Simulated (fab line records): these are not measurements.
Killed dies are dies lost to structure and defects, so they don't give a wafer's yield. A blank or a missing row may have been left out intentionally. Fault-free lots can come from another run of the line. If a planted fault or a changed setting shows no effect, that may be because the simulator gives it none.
fab line records | flow sky130
record lots=15 | wafers=45 | last_day=51
route steps=708 shown METAL5@663 PASSIVATION@683 PAD_OPEN@702
lots with no fault: from the same line, run without faults
start_h: the number of hours between the record's first day and the start of the first shown wafer of the lot | wait_h: hours from the lot's prior step to this one | " unchanged from the row above | L1.1+2: a row that stands for several wafers | - no value present, or no start provided | * or withheld: withheld | < > ~ a bound
route shown NAME@n: NAME is a module with steps in the file, n the number in the route of the first one | usual: average and standard deviation across the fault-free wafers | same: alike in all rows | chamber/n: place in a boat | sites: the reading at each site | _std_site: standard deviation across them | _edge_site: the outer-site mean with the inner-site mean subtracted | radius_mm: for every site, how far away it sits from the centre of the wafer | mask NAME#n: copy n | behind: the last tool/chamber to shape the wafer | hold: what put the lot on hold/how long, in hours/how the hold closed | device: which transistor (n, p or np) failed to switch | end of line: tests of these same wafers at the route's end | where a step has no rows: the recipe by itself | killed: count of dies lost to structure and defects at first sort (not the wafer's yield) | map: a wafer's dies, x killed, . not, _ none there
set.NAME: the setting the step ran with; set.NAME@STEP: the setting that earlier step ran with | model.NAME: the simulator's own value behind a step, which no gauge read
the route's steps for a sample of lots (tables are steps, rows are wafers)
services: from which hour (start_h, from the record's first day; less than 0 if before it) a tool's chamber was out of use, for how many hours, and why
## steps
# step SKY_METAL5_SPUTTER_02
# recipe material=AlCu | target_thk_nm=1150 | power_w=10600 | time_s=58.66 | chamber_pressure_pa=0.4
# usual throttle_valve_pct=29.9/0.9
# same time_s=58.66
lot.wafer | tool           | chamber | start_h | wait_h | throttle_valve_pct
L298.3    | pvd_sputter-02 | -       | 1044.14 | 0.0    | 30.9
L298.5    | "              | -       | "       | "      | 29.9
L298.6    | "              | -       | "       | "      | 30.3
L299.1    | pvd_sputter-04 | -       | 1046.68 | 0.0    | 28.3
L299.3    | "              | -       | "       | "      | 29.0
L299.5    | "              | -       | "       | "      | 28.4
L301.4    | pvd_sputter-04 | -       | 1067.77 | 0.0    | 30.1
L301.5    | "              | -       | "       | "      | 31.0
L301.6    | "              | -       | "       | "      | 30.3
L303.2    | pvd_sputter-02 | -       | 1070.01 | 0.0    | 30.7
L303.4    | "              | -       | "       | "      | 29.9
L303.5    | "              | -       | "       | "      | 30.9
L304.4    | pvd_sputter-02 | -       | 1088.45 | 0.0    | 30.7
L304.5    | "              | -       | "       | "      | 30.1
L304.6    | "              | -       | "       | "      | 29.7
L305.2    | pvd_sputter-04 | -       | 1091.22 | 0.0    | 28.7
L305.4    | "              | -       | "       | "      | 30.5
L305.6    | "              | -       | "       | "      | 30.8
L306.1    | pvd_sputter-02 | -       | 1091.52 | 0.0    | 31.2
L306.5    | "              | -       | "       | "      | 30.0
L306.6    | "              | -       | "       | "      | 30.1
L309.1    | pvd_sputter-02 | -       | 1115.22 | 0.0    | 30.9
L309.3    | "              | -       | "       | "      | 29.9
L309.5    | "              | -       | "       | "      | 30.2
L310.2    | pvd_sputter-02 | -       | 1119.26 | 0.0    | 30.3
L310.4    | "              | -       | "       | "      | 31.0
L310.5    | "              | -       | "       | "      | 30.0
L311.2    | pvd_sputter-01 | -       | 1120.26 | 0.0    | 28.4
L311.4    | "              | -       | "       | "      | 29.2
L311.6    | "              | -       | "       | "      | 28.2
L316.1    | pvd_sputter-02 | -       | 1154.46 | 0.0    | 30.7
L316.3    | "              | -       | "       | "      | 30.3
L316.4    | "              | -       | "       | "      | 29.9
L317.3    | pvd_sputter-01 | -       | 1154.61 | 0.0    | 28.5
L317.5    | "              | -       | "       | "      | 28.8
L317.6    | "              | -       | "       | "      | 31.0
L318.1    | pvd_sputter-01 | -       | 1166.34 | 0.0    | 28.6
L318.4    | "              | -       | "       | "      | 28.8
L318.5    | "              | -       | "       | "      | 28.8
L319.2    | pvd_sputter-04 | -       | 1167.41 | 0.0    | 29.1
L319.4    | "              | -       | "       | "      | 30.3
L319.5    | "              | -       | "       | "      | 30.4
L320.2    | pvd_sputter-04 | -       | 1174.08 | 0.0    | 31.0
L320.5    | "              | -       | "       | "      | 28.5
L320.6    | "              | -       | "       | "      | 30.8
# step SKY_PASSIVATION_CVD_02
# recipe material=Si3N4 | target_thk_nm=540 | temp_c=400 | time_s=withheld | rf_w=450
# usual heater_power_w=745/99 | susceptor_temp_C=400.01/0.21
lot.wafer | tool     | chamber | start_h | wait_h | heater_power_w | susceptor_temp_C
L298.3    | pecvd-03 | 2       | 1068.07 | 0.1    | 777            | 400.35
L298.5    | "        | 0       | "       | "      | 784            | 400.06
L298.6    | "        | 2       | "       | "      | 637            | 400.02
L299.1    | pecvd-01 | 2       | 1070.82 | 0.1    | 852            | 400.24
L299.3    | "        | 1       | "       | "      | 726            | 399.86
L299.5    | "        | 0       | "       | "      | 615            | 399.65
L301.4    | pecvd-02 | 1       | 1090.53 | 0.1    | 664            | 399.82
L301.5    | "        | 2       | "       | "      | 940            | 399.71
L301.6    | "        | 0       | "       | "      | 716            | 400.06
L303.2    | pecvd-01 | 0       | 1091.65 | 0.0    | 612            | 399.40
L303.4    | "        | 0       | "       | "      | 664            | 399.87
L303.5    | "        | 1       | "       | "      | 735            | 400.08
L304.4    | pecvd-02 | 1       | 1111.49 | 0.1    | 570            | 400.19
L304.5    | "        | 2       | "       | "      | 889            | 400.30
L304.6    | "        | 0       | "       | "      | 640            | 400.29
L305.2    | pecvd-01 | 0       | 1113.12 | 0.0    | 626            | 399.84
L305.4    | "        | 2       | "       | "      | 814            | 400.11
L305.6    | "        | 1       | "       | "      | 705            | 399.84
L306.1    | pecvd-03 | 1       | 1113.12 | 0.1    | 849            | 399.94
L306.5    | "        | 1       | "       | "      | 884            | 399.99
L306.6    | "        | 2       | "       | "      | 618            | 400.21
L309.1    | pecvd-02 | 2       | 1137.00 | 0.1    | 955            | 399.79
L309.3    | "        | 1       | "       | "      | 669            | 399.87
L309.5    | "        | 2       | "       | "      | 780            | 399.78
L310.2    | pecvd-03 | 2       | 1140.74 | 0.0    | 642            | 400.06
L310.4    | "        | 1       | "       | "      | 903            | 400.42
L310.5    | "        | 0       | "       | "      | 637            | 399.97
L311.2    | pecvd-02 | 2       | 1142.05 | 0.0    | 870            | 399.95
L311.4    | "        | 2       | "       | "      | 877            | 400.09
L311.6    | "        | 1       | "       | "      | 628            | 400.08
L316.1    | pecvd-02 | 0       | 1173.87 | 0.1    | 745            | 400.12
L316.3    | "        | 2       | "       | "      | 924            | 399.99
L316.4    | "        | 1       | "       | "      | 569            | 399.78
L317.3    | pecvd-02 | 2       | 1174.55 | 0.0    | 878            | 400.00
L317.5    | "        | 0       | "       | "      | 761            | 400.05
L317.6    | "        | 1       | "       | "      | 724            | 399.86
L318.1    | pecvd-01 | 2       | 1184.68 | 0.1    | 790            | 400.33
L318.4    | "        | 0       | "       | "      | 681            | 399.96
L318.5    | "        | 1       | "       | "      | 722            | 399.58
L319.2    | pecvd-03 | 2       | 1186.60 | 0.0    | 770            | 400.06
L319.4    | "        | 1       | "       | "      | 930            | 400.25
L319.5    | "        | 1       | "       | "      | 773            | 400.05
L320.2    | pecvd-02 | 0       | 1192.34 | 0.0    | 732            | 400.22
L320.5    | "        | 1       | "       | "      | 643            | 400.40
L320.6    | "        | 0       | "       | "      | 747            | 400.01
# step SKY_PASSIVATION_PEB_09
# recipe temp_c=115 | time_s=withheld
# usual chill_plate_temp_C=23.01/0.099 | exhaust_pa=44.9/0.86
lot.wafer | tool           | chamber | start_h | wait_h | chill_plate_temp_C | exhaust_pa
L298.3    | litho_track-02 | 0       | 1087    | -      | 23.10              | 44.7
L298.5    | "              | 0       | 1088    | -      | 23.16              | 45.0
L298.6    | "              | 0       | "       | "      | 23.04              | 44.4
L299.1    | litho_track-03 | 0       | 1091    | -      | 23.13              | 43.0
L299.3    | "              | 0       | "       | "      | 22.97              | 43.5
L299.5    | "              | 0       | "       | "      | 23.07              | 45.1
L301.4    | litho_track-02 | 0       | 1111    | -      | 23.03              | 46.3
L301.5    | "              | 0       | "       | "      | 22.97              | 45.4
L301.6    | "              | 0       | "       | "      | 23.13              | 46.3
L303.2    | litho_track-02 | 0       | 1112    | -      | 22.95              | 44.0
L303.4    | "              | 0       | "       | "      | 23.11              | 44.4
L303.5    | "              | 0       | "       | "      | 23.16              | 45.8
L304.4    | litho_track-04 | 0       | 1131    | -      | 23.01              | 46.0
L304.5    | "              | 0       | "       | "      | 23.13              | 45.9
L304.6    | "              | 0       | "       | "      | 22.97              | 46.1
L305.2    | litho_track-03 | 0       | 1133    | -      | 22.88              | 45.4
L305.4    | "              | 0       | "       | "      | 22.89              | 46.2
L305.6    | "              | 0       | "       | "      | 22.95              | 44.8
L306.1    | litho_track-03 | 0       | 1133    | -      | 23.00              | 43.7
L306.5    | "              | 0       | "       | "      | 23.01              | 44.3
L306.6    | "              | 0       | "       | "      | 23.05              | 45.0
L309.1    | litho_track-04 | -       | 1156    | -      | -                  | -
L309.3    | "              | -       | "       | "      | -                  | -
L309.5    | "              | -       | "       | "      | -                  | -
L310.2    | litho_track-02 | -       | 1160    | -      | -                  | -
L310.4    | "              | -       | "       | "      | -                  | -
L310.5    | "              | -       | "       | "      | -                  | -
L311.2    | litho_track-03 | -       | 1161    | -      | -                  | -
L311.4    | "              | -       | 1162    | -      | -                  | -
L311.6    | "              | -       | "       | "      | -                  | -
L316.1    | litho_track-02 | 0       | 1190    | -      | 23.13              | 45.1
L316.3    | "              | 0       | 1191    | -      | 22.98              | 45.4
L316.4    | "              | 0       | "       | "      | 23.06              | 45.7
L317.3    | litho_track-02 | 0       | 1191    | -      | 22.96              | 43.2
L317.5    | "              | 0       | "       | "      | 23.04              | 43.0
L317.6    | "              | 0       | "       | "      | 23.02              | 44.7
L318.1    | litho_track-02 | 0       | 1201    | -      | 23.06              | 45.7
L318.4    | "              | 0       | "       | "      | 22.92              | 45.6
L318.5    | "              | 0       | "       | "      | 23.08              | 45.9
L319.2    | litho_track-03 | 0       | 1201    | -      | 23.11              | 44.5
L319.4    | "              | 0       | "       | "      | 23.11              | 44.5
L319.5    | "              | 0       | "       | "      | 23.19              | 44.7
L320.2    | litho_track-04 | 0       | 1208    | -      | 23.24              | 44.5
L320.5    | "              | 0       | "       | "      | 22.99              | 45.3
L320.6    | "              | 0       | "       | "      | 23.10              | 46.8
# step SKY_PAD_OPEN_STRIP_08
# recipe chemistry=O2/N2 | power_w=1400 | pressure_mtorr=1500 | platen_temp_c=withheld | overash_fraction=0.7 | o2_flow_sccm=3000 | n2_flow_sccm=300
# usual drypump_motor_current_A=5.80/0.24 | oes_product_au=0.662/0.0043
lot.wafer | tool            | chamber | start_h | wait_h | drypump_motor_current_A | oes_product_au | rf_hours_counter_h
L298.3    | plasma_asher-04 | 0       | 1110.15 | 0.1    | 6.03                    | 0.672          | -
L298.5    | "               | 0       | "       | "      | 6.03                    | 0.662          | -
L298.6    | "               | 1       | "       | "      | 5.80                    | 0.657          | -
L299.1    | plasma_asher-04 | 0       | 1112.97 | 0.1    | 6.04                    | 0.662          | 100
L299.3    | "               | 1       | "       | "      | 5.77                    | 0.662          | -
L299.5    | "               | 0       | "       | "      | 6.01                    | 0.662          | -
L301.4    | plasma_asher-02 | 1       | 1132.01 | 0.1    | 5.72                    | 0.659          | -
L301.5    | "               | 0       | "       | "      | 6.00                    | 0.660          | -
L301.6    | "               | 1       | "       | "      | 5.74                    | 0.656          | -
L303.2    | plasma_asher-02 | 0       | 1134.32 | 0.1    | 5.97                    | 0.662          | 7
L303.4    | "               | 0       | "       | "      | 5.98                    | 0.668          | -
L303.5    | "               | 1       | "       | "      | 5.75                    | 0.667          | -
L304.4    | plasma_asher-02 | 0       | 1151.83 | 0.1    | 5.93                    | 0.658          | -
L304.5    | "               | 1       | "       | "      | 5.69                    | 0.661          | -
L304.6    | "               | 0       | "       | "      | 5.98                    | 0.662          | -
L305.2    | plasma_asher-03 | 1       | 1153.72 | 0.1    | 5.21                    | 0.661          | 74
L305.4    | "               | 0       | "       | "      | 5.85                    | 0.662          | -
L305.6    | "               | 0       | "       | "      | 5.84                    | 0.653          | -
L306.1    | plasma_asher-02 | 1       | 1154.21 | 0.1    | 5.75                    | 0.655          | 9
L306.5    | "               | 0       | "       | "      | 5.98                    | 0.668          | -
L306.6    | "               | 1       | "       | "      | 5.74                    | 0.661          | -
L309.1    | plasma_asher-03 | 1       | 1175.06 | 0.1    | 5.23                    | 0.663          | 76
L309.3    | "               | 0       | "       | "      | 5.85                    | 0.664          | -
L309.5    | "               | 1       | "       | "      | 5.21                    | 0.665          | -
L310.2    | plasma_asher-03 | 1       | 1179.42 | 0.1    | 5.19                    | 0.666          | 77
L310.4    | "               | 1       | "       | "      | 5.14                    | 0.664          | -
L310.5    | "               | 0       | "       | "      | 5.83                    | 0.665          | -
L311.2    | plasma_asher-02 | 0       | 1180.50 | 0.1    | 5.95                    | 0.668          | 12
L311.4    | "               | 0       | "       | "      | 5.93                    | 0.664          | -
L311.6    | "               | 0       | "       | "      | 5.94                    | 0.672          | -
L316.1    | plasma_asher-04 | 1       | 1207.85 | 0.1    | 5.75                    | 0.663          | 109
L316.3    | "               | 0       | "       | "      | 6.04                    | 0.659          | -
L316.4    | "               | 1       | "       | "      | 5.79                    | 0.662          | -
L317.3    | plasma_asher-02 | 1       | 1208.65 | 0.1    | 5.74                    | 0.661          | -
L317.5    | "               | 1       | "       | "      | 5.70                    | 0.655          | -
L317.6    | "               | 0       | "       | "      | 5.97                    | 0.663          | -
L318.1    | plasma_asher-04 | 1       | 1217.76 | 0.1    | 5.78                    | 0.659          | 110
L318.4    | "               | 0       | "       | "      | 6.03                    | 0.667          | -
L318.5    | "               | 0       | "       | "      | 6.05                    | 0.667          | -
L319.2    | plasma_asher-02 | 0       | 1217.92 | 0.1    | 5.97                    | 0.655          | 16
L319.4    | "               | 0       | "       | "      | 6.03                    | 0.663          | -
L319.5    | "               | 0       | "       | "      | 5.98                    | 0.665          | -
L320.2    | plasma_asher-04 | 1       | 1224.01 | 0.1    | 5.76                    | 0.662          | 111
L320.5    | "               | 1       | "       | "      | 5.79                    | 0.667          | -
L320.6    | "               | 0       | "       | "      | 6.03                    | 0.661          | -
## services
tool            | chamber | start_h | hours | kind
pecvd-03        | 2       | 1043.06 | 2.1   | scheduled_down
plasma_asher-02 | -       | 1055.25 | 9.0   | pm
plasma_asher-02 | 0       | 1055.25 | 9.0   | vent_cycle
plasma_asher-02 | 1       | 1055.25 | 9.0   | vent_cycle
plasma_asher-02 | 0       | 1064.25 | -     | clean
plasma_asher-02 | 1       | 1064.25 | -     | clean
pecvd-03        | 1       | 1066.96 | 2.4   | repair
pecvd-02        | 2       | 1079.20 | 5.5   | scheduled_down
pecvd-01        | 0       | 1101.43 | 5.5   | scheduled_down
pecvd-03        | 2       | 1118.93 | 5.0   | scheduled_down
pvd_sputter-01  | -       | 1130.78 | 1.9   | repair
pecvd-03        | 0       | 1136.71 | 2.1   | scheduled_down
pecvd-03        | 0       | 1180.62 | -     | clean
pecvd-03        | 0       | 1180.62 | -     | consumable_replace:showerhead
pecvd-03        | 0       | 1180.62 | 29.0  | scheduled_down
pecvd-03        | 0       | 1180.62 | 29.0  | vent_cycle
plasma_asher-03 | -       | 1187.52 | 2.8   | pm
pvd_sputter-02  | -       | 1195.87 | 6.0   | repair
pecvd-02        | 1       | 1197.09 | 2.1   | scheduled_down
## key
first_sign step=SKY_PASSIVATION_PEB_09 | reading=tool_record | direction=missing
effect none on later readings
met_at SKY_PASSIVATION_PEB_09
struck_lots L309,L310,L311
sort_left_out L309.1,L309.3,L309.5,L310.2,L310.4,L310.5,L311.2,L311.4,L311.6
not_acting_at SKY_METAL5_SPUTTER_02,SKY_PASSIVATION_CVD_02,SKY_PAD_OPEN_STRIP_08
onset_between 1133 1156
fault kind=skipped_step_whole | tool=litho_track-02,litho_track-03,litho_track-04 | chamber=- | onset_h=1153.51 | steps=SKY_PASSIVATION_PEB_09 | scope=struck_lots_only
# sort_left_out: the simulated sort isn't trusted on such a fault, so these wafers' sort isn't shown, and their yield isn't known
